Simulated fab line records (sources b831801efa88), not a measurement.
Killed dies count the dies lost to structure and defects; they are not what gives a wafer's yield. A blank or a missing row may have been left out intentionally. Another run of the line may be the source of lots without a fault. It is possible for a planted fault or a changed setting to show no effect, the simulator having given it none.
A struck lot beside a sound one -- flow sky130 -- 17 out of 708 route steps
Sound: the wafers L599.2, L599.3, L599.5. Wafers struck: L602.4, L602.5, L602.6. The cause is given at the end.
For every step that has rows: the tool of each side, followed by ch and its chambers, followed by its first start. Under that, the readings that differ: sound wafers -- struck wafers -- difference of the means -- sigmas: that difference in standard deviations of wafers without a fault.
alike: a reading whose means differ by less than 2 such deviations, as well as words and numbers matching on both sides. not compared: withheld readings; readings where some wafer has no value; bounds like >300 that might hide an equal value; numbers whose values overlap and for which the record gives no deviation.
Wherever a step has rows on one side only, a row that says differs or no value, or a row with sigmas, the two part there. Numbers that don't overlap but have no deviation are shown without sigmas and don't part them. A reading that every wafer of one side lacks parts them only if that side has two wafers or more.

first, 4 steps without rows for these wafers: SKY_FIELD_ISO_WET_ETCH_29 (etches Si3N4 in H3PO4, target depth 160 nm, time 1825 s); SKY_FIELD_ISO_WET_ETCH_30 (etches SiO2 in dHF, target depth 25 nm, time 50 s); SKY_NWELL_CLEAN_00 (cleans in SC1/SC2, time 150 s); SKY_NWELL_OXIDATION_01 (stabilise 600 s, purge 300 s, target thk 10 nm).
SKY_NWELL_THK_MEAS_02:
  sound on film-metro-04, day 6 16:35; struck on film-metro-04, day 7 15:20
  alike: NWELL_OXIDATION_THK
then, 7 steps without rows for these wafers: SKY_DNWELL_DEHYDRATE_00 (time 60 s); SKY_DNWELL_HMDS_01 (prime time 60 s); SKY_DNWELL_COAT_02 (resist thk 3000 nm); SKY_DNWELL_SOFTBAKE_03; SKY_DNWELL_EXPOSE_04 (exposes mask DNM, target cd 3000 nm); SKY_DNWELL_PEB_05; SKY_DNWELL_DEVELOP_06 (develop time 60 s).
SKY_DNWELL_IMPLANT_07:
  sound on implanter-04 ch 0, day 7 10:58; struck on implanter-04 ch 0, day 8 11:07
  alike: end-station-pressure-torr
SKY_DNWELL_STRIP_08: strips in O2/N2.
  sound on plasma-asher-02 ch 0,1, day 7 11:05; struck on plasma-asher-04 ch 0,1, day 8 11:13
  alike: drypump-motor-current-A, oes-product-au, strip-time-to-endpoint-s
  not compared: rf-hours-counter-h
SKY_DNWELL_TW_MEAS_09:
  sound on film-metro-02, day 7 11:11; struck on film-metro-03, day 8 11:20
reading,sound,struck,difference,sigmas
DNWELL_TW,1135 1139 1144,1393 1391 1399,+255,+29
then, 1 step without rows for these wafers: SKY_PWDE_DEHYDRATE_00 (time 60 s).
-- the record jumps here: 43 days lie between the struck wafers' starts before and after (it left off in module PWDE and takes up again in module PAD_OPEN, whose first step shown is number 708 of the route) --
SKY_PAD_OPEN_PROBE_99:
  sound on prober-02, day 50 03:35; struck on prober-02, day 51 02:59
reading,sound,struck,difference,sigmas
model.etest.res-deep-nwell.rs-ohm-sq,2250 2213 2237,1230 1238 1228,-1001,
model.etest.res-deep-nwell.line-ohm-um,758.2 753.4 746.2,411 410.9 409.7,-342,
model.etest.res-pwde-under-gate.rs-ohm-sq,6210 6142 6207,6446 6440 6504,+277,
model.etest.res-pwell-under-gate.rs-ohm-sq,2272 2282 2273,2336 2324 2350,+61,
model.etest.res-deep-nwell.rs-ohm-sq-range,67.11 60.21 43.79,23.23 29.97 19.47,-32.81,
  alike: killed_at_M0_to_M3, killed_at_M4_up, killed-at-contacts, killed-at-front-end, killed-at-other, killed-dies, killed-open, killed-short

== WHERE THEY PART ==
Only at SKY_DNWELL_TW_MEAS_09, within this record. Later steps at which nothing parts them and some readings are alike: SKY_PAD_OPEN_PROBE_99.

WHY: whatever the simulator had introduced
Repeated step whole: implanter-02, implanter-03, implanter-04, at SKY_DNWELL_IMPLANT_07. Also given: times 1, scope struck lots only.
